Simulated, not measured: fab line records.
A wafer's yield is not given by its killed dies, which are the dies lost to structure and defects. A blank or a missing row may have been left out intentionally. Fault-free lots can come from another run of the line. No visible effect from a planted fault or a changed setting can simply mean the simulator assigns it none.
Chamber matching	flow sfqLine	rieDiel-01 running SFQ_TRILAYER_I5_ETCH_VIA_ETCH_147: 4 sister chambers
The step etches the open film in CHF3, stops on Nb, target depth 360 nm. 4 wafers are shown with their chamber, then 6 later ones without.

WAFERS WITH THEIR CHAMBER
wafer	chamber	drypumpMotorCurrentA (A)
L462.1	3	6.1
L462.3	2	5.9
L462.4	0	5.4
L467.6	1	5.0

WAFERS MISSING THEIR CHAMBER
wafer	drypumpMotorCurrentA (A)
L469.2	5.8
L469.3	5.0
L469.6	6.0
L472.3	5.8
L472.4	5.5
L472.6	5.0

CHAMBER TAKEN BY EACH
wafer	from the rows above	in truth
L469.2	2	2
L469.3	1	1
L469.6	can't be placed: 2 or 3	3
L472.3	2	2
L472.4	0	0
L472.6	1	1
Correct placement for 5 of the 6. Cannot be placed on the basis of these rows: 1; the candidates contain the true chamber in 1. Placed wrongly: 0.
How it was worked out, from the rows above alone: a wafer's distance from a chamber is the root of the sum, over the readings, of the square of ((its reading less the chamber's mean) divided by the reading's scatter). If the next closest chamber is less than 2 further off than the closest, the wafer can't be placed; otherwise it belongs to the closest. A chamber's mean is the mean of its shown wafers. The scatter (one wafer shown for each chamber): square how far every hidden wafer sits from the nearest shown wafer, average those squares and take the square root.
